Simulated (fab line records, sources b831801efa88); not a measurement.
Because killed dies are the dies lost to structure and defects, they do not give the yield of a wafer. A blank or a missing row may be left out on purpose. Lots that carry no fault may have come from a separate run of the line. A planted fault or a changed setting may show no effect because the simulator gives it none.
Struck lot and sound lot, side by side :: flow sky130 :: 16 out of 708 route steps
Sound: wafers L785.4, L785.5, L785.6. Struck: wafers L792.3, L792.5, L792.6. The cause comes at the end.
Each step with rows lists, per side, the tool, then ch with its chambers, then its first start. Under that, the readings that differ: sound wafers :: struck wafers :: difference of the means :: sigmas: that difference in standard deviations of wafers without a fault.
alike: same words and numbers on both sides, and readings whose means sit less than 2 such deviations apart. not compared: any withheld reading, any reading some wafer has no value for, any bound like >300 that may hide the same value, and any number with overlapping values for which the record gives no deviation.
Wherever a step has rows on one side only, a row that says differs or no value, or a row with sigmas, the two part there. Non-overlapping numbers with no deviation appear without sigmas and do not part them. A reading that every wafer of one side lacks parts them only if that side has two wafers or more.

first, 5 steps without rows for these wafers: SKY_SONOS_TUNNEL_COAT_02 (resist thk 1140 nm); SKY_SONOS_TUNNEL_SOFTBAKE_03 (time 60 s); SKY_SONOS_TUNNEL_EXPOSE_04 (exposes mask TUNM, target cd 410 nm); SKY_SONOS_TUNNEL_PEB_05; SKY_SONOS_TUNNEL_DEVELOP_06 (develop time 60 s).
SKY_SONOS_TUNNEL_CD_MEAS_07 targets a cd of 410 nm.
  sound: cd sem-01 at day 12 09:13; struck: cd sem-02 at day 14 17:23
  alike: cd nm
SKY_SONOS_TUNNEL_OVL_MEAS_08:
  sound: overlay-01 at day 12 09:18; struck: overlay-01 at day 14 17:29
  alike: SONOS_TUNNEL_OVL
then, 3 steps without rows for these wafers: SKY_SONOS_TUNNEL_IMPLANT_09; SKY_SONOS_TUNNEL_WET_ETCH_10 (etches SiO2 in dHF, target depth 14 nm, time 280 s); SKY_SONOS_TUNNEL_STRIP_11 (strips in SPM, time 600 s).
SKY_SONOS_TUNNEL_TW_MEAS_12:
  sound: film metro-03 at day 12 09:47; struck: film metro-04 at day 14 17:56
  alike: SONOS_TUNNEL_TW
then, 1 step without rows for these wafers: SKY_SONOS_TUNNEL_CLEAN_13 (cleans in dHF, time 20 s).
SKY_SONOS_ONO_OXIDATION_00: stabilise 600 s, purge 300 s, target thk 2.6 nm.
  sound on furnace-01 ch 0, day 12 11:35; struck on furnace-01 ch 0, day 14 19:25
reading: spike tc bottom C (C)
sound: 816.5 819.2 817.4
struck: 808.7 807.2 808.3
difference: -9.6
sigmas: -10

reading: spike tc centre C (C)
sound: 798.3 801.0 800.4
struck: 790.4 789.4 791.1
difference: -9.6
sigmas: -9

reading: spike tc lower C (C)
sound: 797.5 799.4 800.8
struck: 789.9 790.8 790.6
difference: -8.8
sigmas: -9

reading: spike tc top C (C)
sound: 814.0 815.5 814.7
struck: 805.4 805.5 807.1
difference: -8.7
sigmas: -8

reading: spike tc upper C (C)
sound: 799.4 797.5 797.3
struck: 790.4 790.1 787.9
difference: -8.6
sigmas: -5

reading: tube center temp C (C)
sound: 800.04 799.94 800.02
struck: 790.18 790.1 790.03
difference: -9.90
sigmas: -99 or more

reading: tube_center_temp_C_max
sound: 802.4 802.5 801.3
struck: 792.9 792.2 791.8
difference: -9.8
sigmas: -28

reading: model.SiO2_of_SONOS_ONO_OXIDATION_00.thk nm (nm)
sound: 2.608 2.536 2.583
struck: 2.232 2.243 2.278
difference: -0.325
sigmas: 
  alike: zone power centre pct
SKY_SONOS_ONO_THK_MEAS_01:
  sound: film metro-03 at day 12 12:58; struck: film metro-03 at day 14 20:47
reading: SONOS_ONO_OXIDATION_THK (nm)
sound: 2.62 2.52 2.58
struck: 2.19 2.25 2.29
difference: -0.33
sigmas: -6
then, 1 step without rows for these wafers: SKY_SONOS_ONO_CVD_02 (deposits Si3N4 from DCS/NH3, target thk 10.5 nm, time 180 s).
-- here the record skips 33 days between the struck wafers' starts before and after, leaving off in module SONOS_ONO and picking up in module PAD_OPEN (first step shown: number 708 of the route) --
SKY_PAD_OPEN_PROBE_99:
  sound: prober-01 at day 46 14:06; struck: prober-02 at day 48 04:19
reading: model.etest.cap ono.gate log10 a cm2
sound: -7.89 -7.719 -7.987
struck: -7.671 -7.664 -7.663
difference: +0.199
sigmas: 

reading: model.etest.cap ono.tox acc nm (nm)
sound: 12.79 12.73 12.96
struck: 12.62 12.65 12.7
difference: -0.17
sigmas: 

reading: model.etest.sonos erased.vt v (V)
sound: -2.411 -2.396 -2.321
struck: -2.467 -2.454 -2.479
difference: -0.091
sigmas: 
  alike: killed_at_M0_to_M3, killed_at_M4_up, killed at contacts, killed at front end, killed at other, killed dies, killed open, killed short
  not compared: model.etest.sonos baked.vt less v

## WHERE THEY PART
First at SKY_SONOS_ONO_OXIDATION_00; last, within this record, at SKY_SONOS_ONO_THK_MEAS_01. Later steps at which nothing parts them and some readings are alike: SKY_PAD_OPEN_PROBE_99.

WHY: whatever the simulator had introduced
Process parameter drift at SKY_SONOS_ONO_OXIDATION_00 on furnace-01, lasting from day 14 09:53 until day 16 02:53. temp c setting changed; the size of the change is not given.
